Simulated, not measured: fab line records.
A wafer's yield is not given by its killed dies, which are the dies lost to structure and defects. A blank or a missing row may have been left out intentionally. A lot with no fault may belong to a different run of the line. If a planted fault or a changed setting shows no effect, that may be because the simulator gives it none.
Chamber matching	flow sky130	SKY_POLY_CUT_ETCH_11 on rieDiel-03 has 4 sister chambers
The step etches Si3N4 in CF4/CH2F2/Ar, stops on poly-Si, time 42.5 s, target depth 60 nm. 16 wafers are shown with their chamber, then 8 later ones without.

## EACH WAFER AND ITS CHAMBER
wafer	chamber	oesProductAu (a.u.)	throttleValvePct (%)
L240.2	0	0.827	15.006
L240.4	1	0.830	15.002
L240.5	2	0.827	14.998
L254.3	2	0.829	15.009
L254.4	0	0.825	14.983
L254.6	2	0.822	14.995
L255.2	0	0.828	14.997
L255.4	3	0.813	14.999
L255.6	2	0.823	14.997
L256.1	0	0.818	15.004
L256.2	1	0.810	14.998
L256.6	0	0.820	14.997
L257.1	0	0.836	14.998
L257.3	2	0.840	14.970
L257.6	0	0.827	14.995
L258.1	1	0.822	15.007

SIGNATURES, as means of the wafers listed above
reading	chamber 0	chamber 1	chamber 2	chamber 3	scatter within a chamber
oesProductAu	0.82586	0.82067	0.82820	0.81300	0.00717
throttleValvePct	14.99714	15.00233	14.99380	14.99900	0.00999
Rule: a wafer's distance from a chamber is the root of the sum, over the readings, of the square of ((its reading less the chamber's mean) divided by the reading's scatter). The wafer belongs to the nearest chamber; if the next one is less than 2 further off, it can't be placed. The scatter is the square root of a quotient: the sum, over the shown wafers, of each reading's squared deviation from its chamber's mean, divided by wafers minus chambers.

## WAFERS WITHOUT THEIR CHAMBER
wafer	oesProductAu (a.u.)	throttleValvePct (%)
L258.3	0.827	14.993
L258.6	0.832	14.991
L260.1	0.829	14.985
L260.3	0.821	14.999
L260.4	0.831	15.025
L261.2	0.828	14.976
L261.3	0.831	14.985
L261.4	0.832	15.000

## WHICH CHAMBER EACH WENT THROUGH
wafer	from the rows above	in truth
L258.3	can't be placed: 2 or 0 or 1 or 3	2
L258.6	can't be placed: 2 or 0 or 1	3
L260.1	can't be placed: 2 or 0 or 1 or 3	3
L260.3	can't be placed: 1 or 0 or 3 or 2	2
L260.4	can't be placed: 1 or 0 or 2 or 3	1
L261.2	can't be placed: 2 or 0 or 1 or 3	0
L261.3	can't be placed: 2 or 0 or 1 or 3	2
L261.4	can't be placed: 2 or 0 or 1 or 3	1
Correct placement for 0 of the 8. Can't be placed from these rows: 8 (the true chamber is among the candidates in 7). 0 placed wrongly.
